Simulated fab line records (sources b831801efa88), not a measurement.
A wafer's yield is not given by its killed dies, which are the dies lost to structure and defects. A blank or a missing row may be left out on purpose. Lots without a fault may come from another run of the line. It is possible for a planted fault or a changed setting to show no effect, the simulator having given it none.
Matching of chambers | flow gf180mcu | cmp-02 running GF_CONTACT_CMP_04: 4 sister chambers
The step polishes SiO2. 4 wafers are shown with their chamber, then 9 later ones without.

== WAFERS, EACH WITH ITS CHAMBER ==
wafer  | chamber | motorCurrentA (A)
L673.4 | 1       | 10.8
L685.1 | 0       | 11.5
L685.2 | 3       | 13.5
L685.4 | 2       | 11.7

== WAFERS WHOSE CHAMBER IS MISSING ==
wafer  | motorCurrentA (A)
L686.2 | 13.7
L686.4 | 11.4
L686.6 | 10.8
L687.1 | 12.0
L687.3 | 13.1
L687.4 | 10.4
L688.3 | 10.9
L688.4 | 10.8
L688.6 | 11.4

== THE CHAMBER EACH PASSED THROUGH ==
wafer  | from the rows above     | in truth
L686.2 | 3                       | 3
L686.4 | can't be placed: 0 or 2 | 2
L686.6 | 1                       | 1
L687.1 | can't be placed: 2 or 0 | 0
L687.3 | 3                       | 3
L687.4 | 1                       | 1
L688.3 | 1                       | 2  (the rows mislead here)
L688.4 | 1                       | 1
L688.6 | can't be placed: 0 or 2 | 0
Correctly placed: 5 of 9. From these rows, 3 cannot be placed; in 3 the true chamber is one of the candidates. Wrongly placed: 1.
How it was worked out, from the rows above alone: a wafer's distance from a chamber is the root of the sum, over the readings, of the square of ((its reading less the chamber's mean) divided by the reading's scatter). The wafer belongs to the nearest chamber; if the next one is less than 2 further off, it can't be placed. A chamber's mean is the mean of its shown wafers. The scatter: with one shown wafer a chamber, the root of the mean of the squares of how far each hidden wafer lies from its nearest shown one.
